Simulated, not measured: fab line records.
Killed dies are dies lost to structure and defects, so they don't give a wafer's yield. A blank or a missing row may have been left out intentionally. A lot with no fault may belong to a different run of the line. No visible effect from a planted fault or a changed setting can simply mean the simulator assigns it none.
8D (eight disciplines) problem report, filled in by code / flow sfqLine / the parts of the form that need people (team, actions taken, sign-off) are left out

1. THE PROBLEM
Wafers without a fault read 3000.1 rpm, standard deviation 2; spinSpeedRpm at SFQ_TRILAYER_M4_LITHO_COAT_098 reads a mean of 2946.2 rpm on 6 wafers belonging to 2 lots. Relative to the usual mean, that is a shift of -27 standard deviations.
The step: resist thk 62 nm.
Seen first at day 41 22:47 on lithoTrack-01, wafer L400.1. The record has a number at this step for 42 wafers belonging to 14 lots. By rule, "out" or "out of limits" means more than 4 standard deviations away from the usual mean. The other wafers with a number count as sound.

2. WHAT IT IS; WHAT IT IS NOT
question=which readings at this step | is=spinSpeedRpm | is not=-
question=which lots | is=L400, L403 | is not=L388, L389, L390, L391, L392, L393, L394, L397, L404, L406, L407, L408
question=which wafers of those lots | is=all that have a number | is not=-
question=read on which tools | is=lithoTrack-01 | is not=lithoTrack-02, lithoTrack-04
question=when | is=from day 41 22:47 | is not=up to then (24 sound wafers); but 12 sound wafers of L404, L406, L407, L408 came after

3. THE SUSPECTS, EACH WITH WHAT RULES IT OUT
Counting: a tool stays on the suspect list if, at a process step up to the reading, it processed all lots that are out and no sound lot following the first of them.
- lithoTrack-01 at SFQ_TRILAYER_M4_LITHO_COAT_098 (resist thk 62 nm): kept. It processed each lot that is out, first L400 at day 41 22:47, and no sound lot thereafter; up to then, the last sound lot it processed was L393 at day 39 09:00. Its own readings are out on those wafers: spinSpeedRpm.
Remaining after the count: lithoTrack-01 at SFQ_TRILAYER_M4_LITHO_COAT_098.

4. THE CAUSE (what the simulator had put in)
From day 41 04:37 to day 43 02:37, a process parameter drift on lithoTrack-01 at SFQ_TRILAYER_M4_LITHO_COAT_098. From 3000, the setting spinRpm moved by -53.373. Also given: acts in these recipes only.
Only this tool survived the counting.

5. SEQUENCE OF EFFECTS, ordered by route
Each row: a reading whose mean over the struck wafers that have a number lies more than 3 standard deviations from the usual. Scope: only readings with a usual standard deviation given in the record; hours: median across lots of the time from each lot's start at the first step in this table that gives one to its start at this step; sigmas: change in usual standard deviations.
hours=0; step=SFQ_TRILAYER_M4_LITHO_COAT_098; reading=spinSpeedRpm; usual=3000.1 rpm; on struck wafers=2946.2; change=-53.9; sigmas=-27
Process steps it contains:
- SFQ_TRILAYER_M4_LITHO_COAT_098: resist thk 62 nm.

6. HOW IT WOULD HAVE BEEN CAUGHT EARLIER
In this record no reading fell out of limits until day 41 22:47, 18 hours after the fault had begun at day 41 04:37.
